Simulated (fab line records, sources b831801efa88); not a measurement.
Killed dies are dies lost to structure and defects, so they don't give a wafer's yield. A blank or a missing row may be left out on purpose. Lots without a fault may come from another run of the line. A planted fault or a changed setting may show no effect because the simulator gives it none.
Which tool did it? | flow gf180mcu | 13 lots, 39 wafers sampled, at 3 steps of a route of 602

WHAT THE GAUGES READ, wafer by wafer
GF_V5_THK_MEAS_25: measures by xrf. Usual: V5_W_THK 349 nm, standard deviation 4.6.
lot  | measured     | on            | V5_W_THK (nm) | flag
L828 | day 27 14:32 | film_metro-04 | 340 341 344   |
L830 | day 28 14:53 | film_metro-02 | 345 345 346   |
L831 | day 28 15:13 | film_metro-02 | 350 353 352   |
L832 | day 28 20:00 | film_metro-04 | 347 344 344   |
L833 | day 29 05:30 | film_metro-02 | 351 349 353   |
L834 | day 29 09:41 | film_metro-02 | 349 355 351   |
L835 | day 29 21:27 | film_metro-01 | 345 352 350   |
L836 | day 29 23:50 | film_metro-04 | 348 346 350   |
L837 | day 30 10:48 | film_metro-01 | 356 355 353   |
L842 | day 31 22:46 | film_metro-04 | 358 354 354   |
L844 | day 32 06:26 | film_metro-04 | 345 342 346   |
L846 | day 32 16:03 | film_metro-01 | 353 353 354   |
L849 | day 33 10:46 | film_metro-04 | 348 346 344   |

WHICH TOOL RAN EACH LOT (tool, then ch and the chambers of the sampled wafers, then the start)
lot  | GF_V3_ETCH_17                      | GF_V5_ETCH_17
L828 | rie_diel-02 ch 0,2,3, day 22 18:00 | rie_diel-01 ch 0,2,3, day 27 14:32 or earlier
L830 | rie_diel-01 ch 0,3, day 23 16:00   | rie_diel-03 ch 0,1, day 28 14:53 or earlier
L831 | rie_diel-02 ch 1,2, day 23 23:00   | rie_diel-02 ch 1,2, day 28 15:13 or earlier
L832 | rie_diel-04 ch 0,1,2, day 24 05:00 | rie_diel-02 ch 0,1,2, day 28 20:00 or earlier
L833 | rie_diel-01 ch 0,2,3, day 24 14:00 | rie_diel-02 ch 0,2,3, day 29 05:30 or earlier
L834 | rie_diel-04 ch 0,3, day 24 21:00   | rie_diel-01 ch 0,1,2, day 29 09:41 or earlier
L835 | rie_diel-01 ch 0,1,3, day 25 10:00 | rie_diel-02 ch 0,2, day 29 21:27 or earlier
L836 | rie_diel-04 ch 1,2, day 25 12:00   | rie_diel-01 ch 0,3, day 29 23:50 or earlier
L837 | rie_diel-04 ch 0,1,3, day 25 23:00 | rie_diel-01 ch 0,2,3, day 30 10:48 or earlier
L842 | rie_diel-04 ch 0,2,3, day 27 18:00 | rie_diel-02 ch 0,1,2, day 31 22:46 or earlier
L844 | rie_diel-02 ch 1,2,3, day 28 02:00 | rie_diel-03 ch 0,1,2, day 32 06:26 or earlier
L846 | rie_diel-01 ch 1,2,3, day 28 14:00 | rie_diel-03 ch 0,2, day 32 16:03 or earlier
L849 | rie_diel-01 ch 0,2,3, day 29 12:00 | rie_diel-03 ch 0,1,3, day 33 10:46 or earlier
- GF_V3_ETCH_17: etches SiO2 in C4F8/O2/Ar, stops on TiN, target depth 635 nm.
- GF_V5_ETCH_17: etches SiO2 in C4F8/O2/Ar, stops on TiN, target depth 855 nm.

WHAT THE TOOLS THEMSELVES READ (means of the sampled wafers that have a number; where no wafer has one, the mark that the record gives instead)
GF_V3_ETCH_17. Usual: oes_product_au 0.856 a.u., standard deviation 0.0044.
lot  | tool        | oes_product_au (a.u.) | flag
L828 | rie_diel-02 | 0.854                 |
L830 | rie_diel-01 | 0.852                 |
L831 | rie_diel-02 | 0.853                 |
L832 | rie_diel-04 | 0.857                 |
L833 | rie_diel-01 | 0.857                 |
L834 | rie_diel-04 | 0.856                 |
L835 | rie_diel-01 | 0.854                 |
L836 | rie_diel-04 | 0.856                 |
L837 | rie_diel-04 | 0.852                 |
L842 | rie_diel-04 | 0.857                 |
L844 | rie_diel-02 | 0.857                 |
L846 | rie_diel-01 | 0.859                 |
L849 | rie_diel-01 | 0.856                 |

GF_V5_ETCH_17. Usual: oes_product_au 0.860 a.u., standard deviation 0.0047.
lot  | tool        | oes_product_au (a.u.) | flag
L828 | rie_diel-01 | 0.859                 |
L830 | rie_diel-03 | 0.853                 |
L831 | rie_diel-02 | 0.859                 |
L832 | rie_diel-02 | 0.859                 |
L833 | rie_diel-02 | 0.855                 |
L834 | rie_diel-01 | 0.860                 |
L835 | rie_diel-02 | 0.861                 |
L836 | rie_diel-01 | 0.859                 |
L837 | rie_diel-01 | 0.859                 |
L842 | rie_diel-02 | 0.863                 |
L844 | rie_diel-03 | 0.861                 |
L846 | rie_diel-03 | 0.859                 |
L849 | rie_diel-03 | 0.861                 |

THE ANSWER, worked out from the rows above alone
Rule: a lot is off if the mean of its wafers that have a number lies more than 3 standard deviations from the usual mean. A lot without any number at a reading at which 4 lots or more have one is off too. The other lots that the step has rows for count as sound. The gauges are gone through in route order, then the tools' own readings, and for those a lot's mean is taken as printed above. The first step at which some lot is off is used, and at that step the reading that is off furthest; a lot without a number counts as furthest.
No lot is off at any reading shown: from this, nothing can be told.

WHAT THE SIMULATOR HAD PUT IN
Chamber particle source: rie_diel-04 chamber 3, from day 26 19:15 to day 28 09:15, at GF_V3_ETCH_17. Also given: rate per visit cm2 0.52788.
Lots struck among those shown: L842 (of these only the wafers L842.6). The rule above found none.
